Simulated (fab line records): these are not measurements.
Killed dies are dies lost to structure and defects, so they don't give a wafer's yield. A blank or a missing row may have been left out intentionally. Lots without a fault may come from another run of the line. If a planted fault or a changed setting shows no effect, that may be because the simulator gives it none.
Which tool was responsible? -- flow sky130 -- 7 lots, 21 wafers sampled, at 2 steps of a route of 708

## WHAT THE GAUGES READ, wafer by wafer
SKY_SONOS_TUNNEL_TW_MEAS_12.
lot,measured,on,SONOS_TUNNEL_TW
L647,day 11 17:23,film metro-01,200.0 197.4 198.5
L650,day 12 14:34,film metro-03,200.9 202.1 200.8
L652,day 13 11:10,film metro-04,29.9 30.1 29.9
L662,day 16 21:29,film metro-03,201.7 202.0 202.0
L664,day 17 12:10,film metro-01,197.9 199.2 197.0
L666,day 18 10:56,film metro-04,196.1 195.9 196.8
L668,day 19 05:41,film metro-03,201.7 201.0 200.8

## WHICH TOOL RAN EACH LOT (tool, then ch and the chambers of the sampled wafers, then the start)
lot,SKY_VT_ADJUST_PCH_STRIP_09
L647,"plasma asher-02 ch 0,1, day 10 16:50"
L650,"plasma asher-03 ch 0,1, day 11 12:52"
L652,"plasma asher-02 ch 0,1, day 12 09:29"
L662,"plasma asher-03 ch 0,1, day 15 16:29"
L664,"plasma asher-02 ch 0,1, day 16 07:07"
L666,"plasma asher-04 ch 0,1, day 17 04:46"
L668,"plasma asher-02 ch 0,1, day 17 22:10"
- SKY_VT_ADJUST_PCH_STRIP_09: strips in O2/N2.

## THE ANSWER, worked out from the rows above alone
Rule: usual is defined by the lots themselves. The widest of any qualifying gaps counts: lots, ordered by their means at a reading, are off when they make up no more than a third of the lots, leave a main group of 4 or more, and stand apart from it by 3 or more times the standard deviation of that group's means. Not used: any main group whose means are identical at the precision the tables above print for the reading. Also off: a lot with no number at a reading for which 4 or more lots have one. All remaining lots with rows at the step are treated as sound.
Off: at SKY_SONOS_TUNNEL_TW_MEAS_12 (SONOS_TUNNEL_TW), L652. The main group: mean 199.5, standard deviation 2.
If a tool, at a process step before that reading, ran all the lots that are off and no sound lot after the first of them, it fits. Gauges at SKY_SONOS_TUNNEL_TW_MEAS_12: tried the same way as those tools. No candidate that was tried fits.

## WHAT THE SIMULATOR PUT IN
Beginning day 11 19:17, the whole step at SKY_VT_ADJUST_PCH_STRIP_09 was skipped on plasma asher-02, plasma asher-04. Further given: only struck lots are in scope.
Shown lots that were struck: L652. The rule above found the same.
